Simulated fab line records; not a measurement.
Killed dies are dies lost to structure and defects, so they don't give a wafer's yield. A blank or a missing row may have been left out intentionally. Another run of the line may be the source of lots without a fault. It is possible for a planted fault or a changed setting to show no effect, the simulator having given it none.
Problem report in the 8D (eight disciplines) form, filled by code || flow sky130 || the parts of the form that need people (team, actions taken, sign-off) are left out

1. WHAT WENT WRONG
SKY_METAL4_ETCH_16, run_length_s: mean 83.0 s over 1 wafer from 1 lot; wafers with no fault: 116.6 s, standard deviation 0.32. So: -99 or more standard deviations from the usual mean.
The step: etches BARC in N2/H2, stops on SiO2, time 88.2 s, target depth 60 nm.
Seen first at day 46 05:11 on rie_metal-03, wafer L860.6. At this step, 39 wafers from 13 lots have a number in the record. Rule for "out" (also "out of limits"): further than 4 standard deviations from the usual mean. The rest of the wafers with a number are treated as sound.

2. WHAT IT IS AND WHAT IT IS NOT
{"question": "which readings at this step", "is": "run_length_s, oes_product_au", "is not": "chamber_pressure_mTorr, drypump_motor_current_A"}
{"question": "which lots", "is": "L860", "is not": "L846, L847, L848, L849, L850, L851, L853, L855, L856, L857, L858, L859"}
{"question": "which wafers of those lots", "is": "L860.6", "is not": "L860.1, L860.2"}
{"question": "read on which tools", "is": "rie_metal-03", "is not": "rie_metal-01, rie_metal-02"}
{"question": "when", "is": "from day 46 05:11", "is not": "up to then (38 sound wafers)"}

3. THE SUSPECTS, EACH WITH WHAT RULES IT OUT
Counting: any tool at a process step up to the reading remains a suspect provided it ran every lot that is out. Sound lots after the first of them don't rule it out here, since some wafers of a struck lot are sound.
- rie_metal-03 at SKY_METAL4_ETCH_16 (etches BARC in N2/H2, stops on SiO2, time 88.2 s, target depth 60 nm): kept. It processed L860, the lot that is out, at day 46 05:11, and its most recent sound lot before then was L859 at day 45 20:07. Its own oes_product_au, run_length_s readings are out on those wafers.
Remaining after the count: rie_metal-03 at SKY_METAL4_ETCH_16.

4. THE CAUSE (what the simulator had put in)
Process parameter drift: rie_metal-03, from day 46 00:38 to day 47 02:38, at SKY_METAL4_ETCH_16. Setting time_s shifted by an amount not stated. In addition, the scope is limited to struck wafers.
Counting left only this tool.

5. SEQUENCE OF EFFECTS, ordered by route
Rows list readings where the struck wafers' mean (over those with a number) sits beyond 3 standard deviations from the usual. Only readings for which the record gives a usual standard deviation are gone through. hours: the time from each lot's start at the first step in this table that gives one to its start at this step, as a median over the lots. sigmas: the change in usual standard deviations.
{"hours": 0, "step": "SKY_METAL4_ETCH_16", "reading": "oes_product_au", "usual": "0.625 a.u.", "on struck wafers": 0.935, "change": "+0.310", "sigmas": "+69"}
{"hours": 0, "step": "SKY_METAL4_ETCH_16", "reading": "run_length_s", "usual": "116.6 s", "on struck wafers": 83.0, "change": -33.6, "sigmas": "-99 or more"}
{"hours": 0, "step": "SKY_METAL4_ETCH_16", "reading": "throttle_valve_pct", "usual": "13.205 %", "on struck wafers": 13.237, "change": "+0.032", "sigmas": "+3.5"}
{"hours": 0, "step": "SKY_METAL4_STRIP_19", "reading": "strip_time_to_endpoint_s", "usual": "6.53 s", "on struck wafers": 6.80, "change": "+0.27", "sigmas": "+3.2"}
The process steps in it:
- SKY_METAL4_ETCH_16: etches BARC in N2/H2, stops on SiO2, time 88.2 s, target depth 60 nm.
- SKY_METAL4_STRIP_19: strips in O2/N2.

6. WHAT WOULD HAVE CAUGHT IT SOONER
In this record the first reading out of limits was taken at day 46 05:11, 5 hours after the fault began at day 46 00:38.
